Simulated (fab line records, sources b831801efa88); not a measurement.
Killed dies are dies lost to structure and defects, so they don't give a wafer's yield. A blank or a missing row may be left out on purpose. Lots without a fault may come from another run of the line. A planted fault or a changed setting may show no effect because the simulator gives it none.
A struck lot beside a sound one | flow sfq_line | 13 steps out of a route of 325
Sound: wafers L783.1, L783.2, L783.4. Struck: wafer L791.2. (L791.1, L791.6 of the same lot were not struck and are left out.) The cause comes at the end.
At each step with rows: each side's tool, then ch and its chambers, then its first start. Under that, the readings that differ: sound wafers | struck wafers | difference of the means | sigmas: that difference in standard deviations of wafers without a fault.
alike: readings whose means differ by less than 2 such deviations, and words and numbers that are the same on both sides. not compared: withheld readings, readings that some wafer has no value for, bounds like >300 that may hide the same value, and numbers for which the record gives no deviation and whose values overlap.
The two part at a step that has a row with sigmas, a row that says differs or no value, or rows on one side only. Numbers that don't overlap but have no deviation are shown without sigmas and don't part them. A reading that every wafer of one side lacks parts them only if that side has two wafers or more.

first, 1 step without rows for these wafers: SFQ_TRILAYER_M3_DEP_PRE_CLEAN_074 (time 22.5 s).
SFQ_TRILAYER_M3_DEP_SPUTTER_073: material Nb, target thk 200 nm, time 133.3 s.
  sound on pvd_sputter-04, day 40 16:06; struck on pvd_sputter-03, day 44 04:07
  alike: throttle_valve_pct
SFQ_M3_RS_MEAS_919: measures by four-point-probe.
  sound on film_metro-01, day 40 16:11; struck on film_metro-02, day 44 04:13
  alike: M3_NB_RS
then, 6 steps without rows for these wafers: SFQ_TRILAYER_M3_LITHO_COAT_080 (resist thk 62 nm); SFQ_TRILAYER_M3_LITHO_COAT_075 (resist thk 600 nm); SFQ_TRILAYER_M3_LITHO_SOFTBAKE_079; SFQ_TRILAYER_M3_LITHO_EXPOSE_076 (exposes mask M3, target cd 500 nm); SFQ_TRILAYER_M3_LITHO_PEB_078 (peb time 60 s); SFQ_TRILAYER_M3_LITHO_DEVELOP_077 (time 60 s).
-- the record jumps here: 5 days lie between the struck wafers' starts before and after --
SFQ_M3_OVL_MEAS_921:
  sound on overlay-02, day 46 14:06; struck on overlay-02, day 49 14:52
  alike: M3_OVL
SFQ_TRILAYER_M3_BARC_OPEN_METAL_ETCH_100: etches BARC in O2, target depth 125 nm, time 41.7 s.
  sound on rie_metal-04 ch 0,1, day 46 14:08; struck on rie_metal-02 ch 0, day 49 14:55
  reading                     | sound          | struck | difference | sigmas
  drypump_motor_current_A (A) | 5.35 5.18 5.36 | 5.97   | +0.67      | +2
  alike: bias_w, oes_product_au, run_length_s
  not compared: rf_hours_counter_h
SFQ_TRILAYER_M3_ETCH_METAL_ETCH_078: etches Nb in Cl2/Ar, stops on SiO2, target depth 240 nm, time 120 s.
  sound on rie_metal-04 ch 0,1, day 46 14:11; struck on rie_metal-02 ch 0, day 49 14:58
  reading                                             | sound             | struck | difference | sigmas
  drypump_motor_current_A (A)                         | 5.35 5.17 5.36    | 6.02   | +0.73      | +2
  oes_product_au (a.u.)                               | 0.886 0.897 0.898 | 0.959  | +0.065     | +10
  run_length_s (s)                                    | 149.2 148.4 149.1 | 139.8  | -9.1       | -15
  model.KrF_of_TRILAYER_M3_LITHO_COAT_075.thk_nm (nm) | 383.9 384.9 382.8 | 391.4  | +7.5       |
  not compared: bias_w, rf_hours_counter_h
SFQ_TRILAYER_M3_STRIP_STRIP_079: strips in O2.
  sound on rie_metal-04 ch 0,1, day 46 14:19; struck on rie_metal-02 ch 0, day 49 15:05
  reading                     | sound          | struck | difference | sigmas
  drypump_motor_current_A (A) | 5.34 5.18 5.31 | 5.98   | +0.70      | +2
  alike: oes_product_au
  not compared: rf_hours_counter_h

WHERE THEY PART
First at SFQ_TRILAYER_M3_BARC_OPEN_METAL_ETCH_100; last, within this record, at SFQ_TRILAYER_M3_STRIP_STRIP_079.

WHY: what the simulator had put in
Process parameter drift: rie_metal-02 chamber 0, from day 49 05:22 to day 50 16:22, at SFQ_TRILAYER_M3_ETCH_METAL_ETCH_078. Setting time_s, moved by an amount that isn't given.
